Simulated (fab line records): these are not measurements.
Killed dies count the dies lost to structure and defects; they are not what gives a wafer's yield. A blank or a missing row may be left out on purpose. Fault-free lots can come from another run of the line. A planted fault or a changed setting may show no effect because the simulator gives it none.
fab line records + flow sky130
record
- lots=5
- wafers=15
- lastDay=49
route steps=708 shown LDD_P@259 LDD_HVN@267 PAD_OPEN@708
lots that met no fault: from a run of the same line without faults
startH: start of the lot's first displayed wafer, in hours after the record's first day + waitH: hours since the lot's step before + " identical to the entry in the row above + L1.1+2: a single row standing in for several wafers + - no value present, or no start provided + * or withheld: withheld + < > ~ a bound
route shown NAME@n: a module of which the file shows steps, and the number in the route of the first + usual: the fault-free wafers' mean and standard deviation + same: alike in all rows + chamber/n: place in a boat + sites: the reading at each site + _std_site: how widely they spread, as a standard deviation + _edge_site: the outer-site mean with the inner-site mean subtracted + radiusMm: how far each site lies from the wafer's centre + mask NAME#n: copy n + behind: the last tool/chamber to shape the wafer + hold: why the lot went on hold/how many hours it stayed there/how the hold came to an end + device: whichever transistor did not switch (one of n, p or np) + end of line: the same wafers' tests at the end of the route + where a step has no rows: the recipe by itself + killed: dies lost to structure and defects at the first sort, not the wafer's yield + map: a wafer's dies, marking killed ones x, the rest . and places with no die _
set.NAME: the setting that was run; set.NAME@STEP: the one run at that earlier step + model.NAME: the simulator's own value behind a step, which no gauge read
a table for each step, a row for each wafer; lots at some steps of the route
services: when a tool's chamber went out of use (startH, in hours from the record's first day, below 0 if earlier), for how many hours, and the reason
## steps
# step SKY_LDD_P_EXPOSE_04
# recipe
- maskId=PSDM
- na=0.6
- sourceShape=conventional
- sigmaOuter=0.6
- polarization=unpolarized
- targetCdNm=380
- doseMj=138
# step SKY_LDD_P_PEB_05
# recipe
- tempC=withheld
- timeS=*
- resist=NOVOLAK
# step SKY_LDD_P_DEVELOP_06
# recipe
- resist=NOVOLAK
- developer=TMAH
- developTimeS=60
- devTempC=23
# step SKY_LDD_P_CD_MEAS_07
# recipe
- targetCdNm=380
# usual
- cdNm=380.1/2.9
| lot.wafer | tool     | chamber | startH | waitH | cdNm  |
|-----------|----------|---------|--------|-------|-------|
| L985.3    | cdSem-01 | -       | 445.10 | 0.1   | 380.6 |
| L985.5    | "        | -       | "      | "     | 379.5 |
| L985.6    | "        | -       | "      | "     | 381.5 |
| L988.2    | cdSem-02 | -       | 468.00 | 0.1   | 375.1 |
| L988.3    | "        | -       | "      | "     | 376.3 |
| L988.4    | "        | -       | "      | "     | 377.1 |
| L989.1    | cdSem-01 | -       | 477.23 | 0.1   | 383.8 |
| L989.2    | "        | -       | "      | "     | 384.5 |
| L989.3    | "        | -       | "      | "     | 384.6 |
| L999.1    | cdSem-01 | -       | 571.06 | 0.1   | 377.3 |
| L999.5    | "        | -       | "      | "     | 375.6 |
| L999.6    | "        | -       | "      | "     | 376.4 |
| L100.2    | cdSem-01 | -       | 573.38 | 0.1   | 380.3 |
| L100.3    | "        | -       | "      | "     | 382.6 |
| L100.5    | "        | -       | "      | "     | 382.9 |
# step SKY_LDD_P_OVL_MEAS_08
# usual
- LDD_P_OVL=-1.0/1.5
| lot.wafer | tool       | chamber | startH | waitH | LDD_P_OVL[nm] |
|-----------|------------|---------|--------|-------|---------------|
| L985.3    | overlay-02 | -       | 445.19 | 0.1   | -1.2          |
| L985.5    | "          | -       | "      | "     | 1.1           |
| L985.6    | "          | -       | "      | "     | 1.3           |
| L988.2    | overlay-02 | -       | 468.11 | 0.1   | -0.4          |
| L988.3    | "          | -       | "      | "     | -2.1          |
| L988.4    | "          | -       | "      | "     | 0.1           |
| L989.1    | overlay-01 | -       | 477.35 | 0.1   | -0.3          |
| L989.2    | "          | -       | "      | "     | -0.7          |
| L989.3    | "          | -       | "      | "     | -0.9          |
| L999.1    | overlay-02 | -       | 571.18 | 0.1   | 2.6           |
| L999.5    | "          | -       | "      | "     | 1.8           |
| L999.6    | "          | -       | "      | "     | 1.6           |
| L100.2    | overlay-01 | -       | 573.48 | 0.1   | -1.9          |
| L100.3    | "          | -       | "      | "     | -0.3          |
| L100.5    | "          | -       | "      | "     | 1.2           |
# step SKY_LDD_P_IMPLANT_09
# recipe
- species=BF2
- energyKev=25
- doseCm2=1e+13
- tiltDeg=withheld
# step SKY_LDD_P_STRIP_10
# recipe
- chemistry=O2/N2
- powerW=1400
- pressureMtorr=1500
- platenTempC=withheld
- o2FlowSccm=3000
- n2FlowSccm=300
- overashFraction=0.5
# usual
- drypumpMotorCurrentA=5.7/0.56
- o2FlowSccm=3000/9.2
- oesProductAu=0.716/0.0047
- stripTimeToEndpointS=14.17/0.038
| lot.wafer | tool           | chamber | startH | waitH | drypumpMotorCurrentA | o2FlowSccm | oesProductAu | rfHoursCounterH | stripTimeToEndpointS |
|-----------|----------------|---------|--------|-------|----------------------|------------|--------------|-----------------|----------------------|
| L985.3    | plasmaAsher-01 | 0       | 445.40 | 0.1   | 6.1                  | 3005       | 0.716        | -               | 14.21                |
| L985.5    | "              | 1       | "      | "     | 5.2                  | 3013       | 0.714        | -               | 14.20                |
| L985.6    | "              | 0       | "      | "     | 6.2                  | 3012       | 0.718        | -               | 14.19                |
| L988.2    | plasmaAsher-02 | 0       | 468.29 | 0.1   | 5.1                  | 2988       | 0.719        | 73              | 14.12                |
| L988.3    | "              | 1       | "      | "     | 6.4                  | 3001       | 0.711        | -               | 14.13                |
| L988.4    | "              | 0       | "      | "     | 5.1                  | 2990       | 0.725        | -               | 14.14                |
| L989.1    | plasmaAsher-03 | 1       | 477.54 | 0.1   | 6.3                  | 2988       | 0.708        | 37              | 14.18                |
| L989.2    | "              | 0       | "      | "     | 5.2                  | 2997       | 0.721        | 37              | 14.15                |
| L989.3    | "              | 1       | "      | "     | 6.3                  | 2983       | 0.717        | -               | 14.15                |
| L999.1    | plasmaAsher-03 | 0       | 571.36 | 0.1   | 5.2                  | 3006       | 0.716        | 47              | 14.22                |
| L999.5    | "              | 0       | "      | "     | 5.2                  | 3004       | 0.716        | -               | 14.21                |
| L999.6    | "              | 1       | "      | "     | 6.3                  | 3000       | 0.722        | -               | 14.22                |
| L100.2    | plasmaAsher-01 | 1       | 573.66 | 0.1   | 5.2                  | 3008       | 0.728        | 75              | 14.16                |
| L100.3    | "              | 0       | "      | "     | 6.2                  | 3000       | 0.710        | -               | 14.13                |
| L100.5    | "              | 0       | "      | "     | 6.2                  | 3001       | 0.710        | -               | 14.14                |
# step SKY_LDD_P_TW_MEAS_11
# usual
- LDD_P_TW=634/7.4
| lot.wafer | tool         | chamber | startH | waitH | LDD_P_TW |
|-----------|--------------|---------|--------|-------|----------|
| L985.3    | filmMetro-02 | -       | 445.48 | 0.1   | 630      |
| L985.5    | "            | -       | "      | "     | 634      |
| L985.6    | "            | -       | "      | "     | 636      |
| L988.2    | filmMetro-02 | -       | 468.40 | 0.1   | 631      |
| L988.3    | "            | -       | "      | "     | 634      |
| L988.4    | "            | -       | "      | "     | 633      |
| L989.1    | filmMetro-04 | -       | 477.64 | 0.1   | 623      |
| L989.2    | "            | -       | "      | "     | 625      |
| L989.3    | "            | -       | "      | "     | 626      |
| L999.1    | filmMetro-03 | -       | 571.46 | 0.1   | 638      |
| L999.5    | "            | -       | "      | "     | 638      |
| L999.6    | "            | -       | "      | "     | 635      |
| L100.2    | filmMetro-03 | -       | 573.77 | 0.1   | 637      |
| L100.3    | "            | -       | "      | "     | 636      |
| L100.5    | "            | -       | "      | "     | 637      |
# step SKY_LDD_HVN_DEHYDRATE_00
# recipe
- tempC=200
- timeS=60
# step SKY_LDD_HVN_HMDS_01
# recipe
- primeTimeS=60
- primeTempC=120
# step SKY_LDD_HVN_COAT_02
# recipe
- resist=NOVOLAK
- spinRpm=3000
- resistThkNm=300
# step SKY_LDD_HVN_SOFTBAKE_03
# recipe
- tempC=90
- timeS=60
- resist=NOVOLAK
# step SKY_LDD_HVN_EXPOSE_04
# recipe
- maskId=HVNTM
- na=0.6
- sourceShape=conventional
- sigmaOuter=0.6
- polarization=unpolarized
- targetCdNm=700
- doseMj=127
# usual
- focusOffsetNm=0.0/0.52
# same
- na=0.6
| lot.wafer | tool            | chamber | startH | waitH | mask    | focusOffsetNm |
|-----------|-----------------|---------|--------|-------|---------|---------------|
| L985.3    | ilineStepper-02 | 0       | 460.95 | -     | HVNTM#0 | 0.3           |
| L985.5    | "               | 0       | "      | "     | HVNTM#0 | -0.1          |
| L985.6    | "               | 0       | "      | "     | HVNTM#0 | -0.5          |
| L988.2    | ilineStepper-02 | 0       | 483.98 | -     | HVPTM#0 | -0.4          |
| L988.3    | "               | 0       | "      | "     | HVPTM#0 | -0.4          |
| L988.4    | "               | 0       | "      | "     | HVPTM#0 | -0.1          |
| L989.1    | ilineStepper-02 | 0       | 493.12 | -     | HVNTM#0 | -0.1          |
| L989.2    | "               | 0       | "      | "     | HVNTM#0 | 0.2           |
| L989.3    | "               | 0       | "      | "     | HVNTM#0 | 0.0           |
| L999.1    | ilineStepper-01 | 0       | 585.75 | -     | HVNTM#0 | -0.4          |
| L999.5    | "               | 0       | "      | "     | HVNTM#0 | -0.3          |
| L999.6    | "               | 0       | "      | "     | HVNTM#0 | 0.5           |
| L100.2    | ilineStepper-01 | 0       | 587.50 | -     | HVNTM#0 | 0.6           |
| L100.3    | "               | 0       | "      | "     | HVNTM#0 | -0.1          |
| L100.5    | "               | 0       | "      | "     | HVNTM#0 | -0.9          |
# step SKY_LDD_HVN_PEB_05
# recipe
- tempC=withheld
- timeS=*
- resist=NOVOLAK
# step SKY_LDD_HVN_DEVELOP_06
# recipe
- resist=NOVOLAK
- developer=TMAH
- developTimeS=60
- devTempC=23
# step SKY_LDD_HVN_OVL_MEAS_07
# usual
- LDD_HVN_OVL=-0.7/1.4
| lot.wafer | tool       | chamber | startH | waitH | LDD_HVN_OVL[nm] |
|-----------|------------|---------|--------|-------|-----------------|
| L985.3    | overlay-01 | -       | 476.78 | 0.1   | -1.7            |
| L985.5    | "          | -       | "      | "     | -1.1            |
| L985.6    | "          | -       | "      | "     | 0.4             |
| L988.2    | overlay-02 | -       | 499.03 | 0.1   | -               |
| L988.3    | "          | -       | "      | "     | -               |
| L988.4    | "          | -       | "      | "     | -               |
| L989.1    | overlay-01 | -       | 508.61 | 0.1   | -1.4            |
| L989.2    | "          | -       | "      | "     | -2.3            |
| L989.3    | "          | -       | "      | "     | -1.1            |
| L999.1    | overlay-01 | -       | 600.61 | 0.1   | -1.9            |
| L999.5    | "          | -       | "      | "     | -0.9            |
| L999.6    | "          | -       | "      | "     | -2.1            |
| L100.2    | overlay-01 | -       | 602.41 | 0.1   | -2.1            |
| L100.3    | "          | -       | "      | "     | -1.1            |
| L100.5    | "          | -       | "      | "     | -1.8            |
# step SKY_LDD_HVN_IMPLANT_08
# recipe
- species=P
- energyKev=60
- doseCm2=3e+13
- tiltDeg=40
# step SKY_LDD_HVN_STRIP_09
# recipe
- chemistry=O2/N2
- powerW=1400
- pressureMtorr=1500
- platenTempC=withheld
- o2FlowSccm=3000
- n2FlowSccm=300
- overashFraction=0.5
# usual
- drypumpMotorCurrentA=5.7/0.48
- o2FlowSccm=3000/8.8
- oesProductAu=0.409/0.005
- stripTimeToEndpointS=4.130/0.014
| lot.wafer | tool           | chamber | startH | waitH | drypumpMotorCurrentA | o2FlowSccm | oesProductAu | rfHoursCounterH | stripTimeToEndpointS |
|-----------|----------------|---------|--------|-------|----------------------|------------|--------------|-----------------|----------------------|
| L985.3    | plasmaAsher-02 | 0       | 476.98 | 0.1   | 5.1                  | 2998       | 0.404        | -               | 4.123                |
| L985.5    | "              | 0       | "      | "     | 5.1                  | 2992       | 0.408        | -               | 4.138                |
| L985.6    | "              | 1       | "      | "     | 6.4                  | 2990       | 0.410        | -               | 4.114                |
| L988.2    | plasmaAsher-04 | 1       | 499.21 | 0.1   | 5.8                  | 2993       | 0.411        | 6               | 4.173                |
| L988.3    | "              | 1       | "      | "     | 5.8                  | 2994       | 0.417        | -               | 4.172                |
| L988.4    | "              | 0       | "      | "     | 5.9                  | 2995       | 0.411        | -               | 4.130                |
| L989.1    | plasmaAsher-04 | 0       | 508.79 | 0.1   | 5.9                  | 3010       | 0.413        | 6               | 4.122                |
| L989.2    | "              | 1       | "      | "     | 5.7                  | 3007       | 0.410        | 6               | 4.140                |
| L989.3    | "              | 1       | "      | "     | 5.7                  | 2999       | 0.406        | -               | 4.152                |
| L999.1    | plasmaAsher-01 | 1       | 600.82 | 0.1   | 5.2                  | 2999       | 0.403        | 78              | 4.130                |
| L999.5    | "              | 1       | "      | "     | 5.2                  | 2997       | 0.419        | -               | 4.097                |
| L999.6    | "              | 0       | "      | "     | 6.1                  | 2994       | 0.405        | -               | 4.134                |
| L100.2    | plasmaAsher-02 | 1       | 602.59 | 0.1   | 6.4                  | 2993       | 0.403        | 87              | 4.133                |
| L100.3    | "              | 1       | "      | "     | 6.5                  | 2998       | 0.409        | -               | 4.141                |
| L100.5    | "              | 0       | "      | "     | 5.1                  | 2989       | 0.418        | -               | 4.136                |
# step SKY_LDD_HVN_TW_MEAS_10
# usual
- LDD_HVN_TW=1441/16
| lot.wafer | tool         | chamber | startH | waitH | hold                    | LDD_HVN_TW |
|-----------|--------------|---------|--------|-------|-------------------------|------------|
| L985.3    | filmMetro-01 | -       | 477.07 | 0.1   | -                       | 1436       |
| L985.5    | "            | -       | "      | "     | -                       | 1437       |
| L985.6    | "            | -       | "      | "     | -                       | 1437       |
| L988.2    | filmMetro-04 | -       | 499.32 | 0.1   | awaitDispo/0.2h/release | 30         |
| L988.3    | "            | -       | "      | "     | awaitDispo/0.2h/release | 30         |
| L988.4    | "            | -       | "      | "     | awaitDispo/0.2h/release | 30         |
| L988.2    | filmMetro-04 | -       | 499.55 | 0.2   | -                       | 30         |
| L988.3    | "            | -       | "      | "     | -                       | 30         |
| L988.4    | "            | -       | "      | "     | -                       | 30         |
| L989.1    | filmMetro-01 | -       | 508.89 | 0.1   | -                       | 1447       |
| L989.2    | "            | -       | "      | "     | -                       | 1439       |
| L989.3    | "            | -       | "      | "     | -                       | 1448       |
| L999.1    | filmMetro-03 | -       | 600.92 | 0.1   | -                       | 1457       |
| L999.5    | "            | -       | "      | "     | -                       | 1466       |
| L999.6    | "            | -       | "      | "     | -                       | 1469       |
| L100.2    | filmMetro-03 | -       | 602.70 | 0.1   | -                       | 1472       |
| L100.3    | "            | -       | "      | "     | -                       | 1459       |
| L100.5    | "            | -       | "      | "     | -                       | 1474       |
# step SKY_PAD_OPEN_PROBE_99
# usual
- defectLimitedYield=82.7/2
- killed_at_M0_to_M3=42/6.8
- killed_at_M4_up=3.2/1.8
- killedAtContacts=25/5.4
- killedAtFrontEnd=15/4.5
- killedDies=85/9.7
- killedOpen=46/7.1
- killedShort=39/6.5
- sort_bin_3_pad_short=0.9/0.42
- sort_bin_5_function=10.4/1.5
- sort_bin_6_memory=6.1/1.1
- sortNPass=407/9.7
- sortYieldPct=82.7/2
# same
- grossDies=492
- killedAtBackSide=0
- killedAtOther=0
- sort_bin_4_leakage[%]=0
- sort_bin_8_speed[%]=0
| lot.wafer | tool      | chamber | startH  | waitH | defectLimitedYield[%] | killed_at_M0_to_M3 | killed_at_M4_up | killedAtContacts | killedAtFrontEnd | killedDies | killedOpen | killedShort | sort_bin_3_pad_short[%] | sort_bin_5_function[%] | sort_bin_6_memory[%] | sortNPass | sortYieldPct[%] |
|-----------|-----------|---------|---------|-------|-----------------------|--------------------|-----------------|------------------|------------------|------------|------------|-------------|-------------------------|------------------------|----------------------|-----------|-----------------|
| L985.3    | prober-02 | -       | 1084.78 | 0.2   | 80.3                  | 48                 | 3               | 22               | 24               | 97         | 52         | 45          | 0.8                     | 11.2                   | 7.7                  | 395       | 80.3            |
| L985.5    | prober-02 | -       | 1084.88 | 0.2   | 82.7                  | 50                 | 2               | 19               | 14               | 85         | 43         | 42          | 0.4                     | 12.0                   | 4.9                  | 407       | 82.7            |
| L985.6    | prober-02 | -       | 1084.93 | 0.2   | 82.7                  | 42                 | 3               | 27               | 13               | 85         | 40         | 45          | 1.4                     | 10.6                   | 5.3                  | 407       | 82.7            |
| L989.1    | prober-02 | -       | 1107.19 | 0.1   | 81.9                  | 36                 | 3               | 35               | 15               | 89         | 59         | 29          | 0.8                     | 11.6                   | 5.7                  | 403       | 81.9            |
| L989.2    | prober-02 | -       | 1107.24 | 0.1   | 84.1                  | 27                 | 5               | 29               | 17               | 78         | 40         | 37          | 1.0                     | 10.0                   | 4.9                  | 414       | 84.1            |
| L989.3    | prober-02 | -       | 1107.29 | 0.2   | 83.1                  | 40                 | 5               | 26               | 12               | 83         | 44         | 39          | 1.0                     | 10.2                   | 5.7                  | 409       | 83.1            |
| L999.1    | prober-01 | -       | 1170.98 | 0.1   | 85.0                  | 43                 | 1               | 19               | 11               | 74         | 43         | 31          | 0.4                     | 9.3                    | 5.3                  | 418       | 85.0            |
| L999.5    | prober-01 | -       | 1171.18 | 0.2   | 82.7                  | 40                 | 4               | 20               | 21               | 85         | 49         | 36          | 0.4                     | 10.0                   | 6.9                  | 407       | 82.7            |
| L999.6    | prober-01 | -       | 1171.23 | 0.2   | 84.3                  | 37                 | 6               | 19               | 15               | 77         | 40         | 37          | 1.2                     | 9.3                    | 5.1                  | 415       | 84.3            |
| L100.2    | prober-01 | -       | 1171.58 | 0.1   | 80.9                  | 39                 | 8               | 30               | 17               | 94         | 46         | 46          | 0.8                     | 9.6                    | 8.7                  | 398       | 80.9            |
| L100.3    | prober-01 | -       | 1171.63 | 0.2   | 80.5                  | 54                 | 3               | 23               | 16               | 96         | 52         | 43          | 1.0                     | 13.6                   | 4.9                  | 396       | 80.5            |
| L100.5    | prober-01 | -       | 1171.73 | 0.2   | 78.7                  | 54                 | 5               | 33               | 13               | 105        | 70         | 35          | 0.2                     | 13.0                   | 8.1                  | 387       | 78.7            |
# killed by level:class
L985.3 CONTACT:geometricParticle:open=9 VIA1:geometricParticle:short=8 VIA1:geometricParticle:open=8 POLY_GATE:geometricParticle:short=7 VIA2:geometricParticle:open=7 VIA3:geometricParticle:open=7 METAL2:geometricParticle:short=6 POLY_GATE:geometricParticle:open=5
L985.5 VIA1:geometricParticle:open=9 CONTACT:geometricParticle:open=8 VIA3:geometricParticle:open=7 VIA2:geometricParticle:open=6 FIELD_ISO:geometricParticle:short=5 VIA1:geometricParticle:short=5 METAL2:geometricParticle:short=5 LOCAL_INTERCONNECT:geometricParticle:short=4
L985.6 METAL1:geometricParticle:short=11 LI_CONTACT:geometricParticle:open=9 CONTACT:geometricParticle:open=8 CONTACT:geometricParticle:short=6 VIA3:geometricParticle:open=6 METAL2:geometricParticle:short=6 VIA1:geometricParticle:open=5 VIA2:geometricParticle:open=5
L989.1 CONTACT:geometricParticle:open=14 LI_CONTACT:geometricParticle:open=12 VIA1:geometricParticle:short=7 VIA1:geometricParticle:open=7 VIA2:geometricParticle:open=6 FIELD_ISO:geometricParticle:open=5 VIA3:geometricParticle:open=4 FIELD_ISO:geometricParticle:short=3
L989.2 CONTACT:geometricParticle:open=10 CONTACT:geometricParticle:short=7 VIA3:geometricParticle:open=7 LI_CONTACT:geometricParticle:open=6 POLY_GATE:geometricParticle:short=5 VIA1:geometricParticle:open=5 FIELD_ISO:geometricParticle:open=4 METAL1:geometricParticle:short=3
L989.3 CONTACT:geometricParticle:short=8 VIA1:geometricParticle:open=8 CONTACT:geometricParticle:open=7 VIA2:geometricParticle:open=7 LI_CONTACT:geometricParticle:open=6 METAL2:geometricParticle:short=5 VIA3:geometricParticle:open=4 LOCAL_INTERCONNECT:geometricParticle:short=4
L999.1 VIA1:geometricParticle:open=12 CONTACT:geometricParticle:open=6 VIA3:geometricParticle:open=6 CONTACT:geometricParticle:short=6 VIA2:geometricParticle:open=6 LI_CONTACT:geometricParticle:open=5 METAL1:geometricParticle:short=5 VIA1:geometricParticle:short=4
L999.5 VIA2:geometricParticle:open=11 POLY_GATE:geometricParticle:open=7 LI_CONTACT:geometricParticle:open=7 VIA1:geometricParticle:open=6 METAL1:geometricParticle:short=6 VIA3:geometricParticle:open=6 FIELD_ISO:geometricParticle:short=5 LOCAL_INTERCONNECT:geometricParticle:short=5
L999.6 VIA3:geometricParticle:open=8 CONTACT:geometricParticle:short=6 CONTACT:geometricParticle:open=6 VIA2:geometricParticle:open=6 POLY_GATE:geometricParticle:short=5 FIELD_ISO:geometricParticle:short=4 LI_CONTACT:geometricParticle:open=4 METAL4:geometricParticle:short=4
L100.2 VIA1:geometricParticle:open=10 CONTACT:geometricParticle:open=9 FIELD_ISO:geometricParticle:open=7 LI_CONTACT:geometricParticle:open=7 CONTACT:geometricParticle:short=6 METAL4:geometricParticle:short=5 LOCAL_INTERCONNECT:geometricParticle:short=5 METAL1:geometricParticle:short=5
L100.3 CONTACT:geometricParticle:open=9 LI_CONTACT:geometricParticle:open=8 VIA3:geometricParticle:open=8 VIA1:geometricParticle:open=8 FIELD_ISO:geometricParticle:short=7 METAL1:geometricParticle:short=6 VIA1:geometricParticle:short=5 METAL2:geometricParticle:open=5
L100.5 VIA1:geometricParticle:open=19 CONTACT:geometricParticle:open=16 VIA3:geometricParticle:open=11 LI_CONTACT:geometricParticle:open=10 FIELD_ISO:geometricParticle:open=4 POLY_GATE:geometricParticle:short=4 CONTACT:geometricParticle:short=4 VIA1:geometricParticle:short=4
## services
| tool            | chamber | startH | hours | kind        |
|-----------------|---------|--------|-------|-------------|
| ilineStepper-01 | -       | 428.75 | 1.7   | pm          |
| plasmaAsher-04  | 0       | 430.25 | -     | clean       |
| plasmaAsher-04  | 1       | 430.25 | -     | clean       |
| ilineStepper-01 | -       | 450.12 | 4.7   | repair      |
| plasmaAsher-01  | -       | 466.19 | 2.4   | repair      |
| plasmaAsher-04  | -       | 483.96 | 14.6  | pm          |
| plasmaAsher-01  | -       | 493.01 | 11.0  | repair      |
| ilineStepper-02 | -       | 501.87 | -     | calibration |
| ilineStepper-02 | 0       | 586.27 | -     | calibration |
## key
firstSign
- step=SKY_LDD_HVN_EXPOSE_04
- reading=mask
- direction=changed
effect
- step=SKY_LDD_HVN_OVL_MEAS_07
- reading=LDD_HVN_OVL
- direction=missing
effect
- step=SKY_LDD_HVN_TW_MEAS_10
- reading=visit
- direction=added
effect
- step=SKY_LDD_HVN_TW_MEAS_10
- reading=LDD_HVN_TW
- direction=down
- sigmas=91
- usual=1441
- struck=30
metAt SKY_LDD_HVN_EXPOSE_04
struckWafers L988.2,L988.3,L988.4
scrappedBehind SKY_LDD_HVN_TW_MEAS_10 L988.2,L988.3,L988.4
onsetBetween 460.95 483.98
fault
- kind=wrongMask
- tool=any
- chamber=-
- onsetH=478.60
- steps=SKY_LDD_HVN_EXPOSE_04
- auxCopy=HVPTM#0
- scope=struckLotsOnly
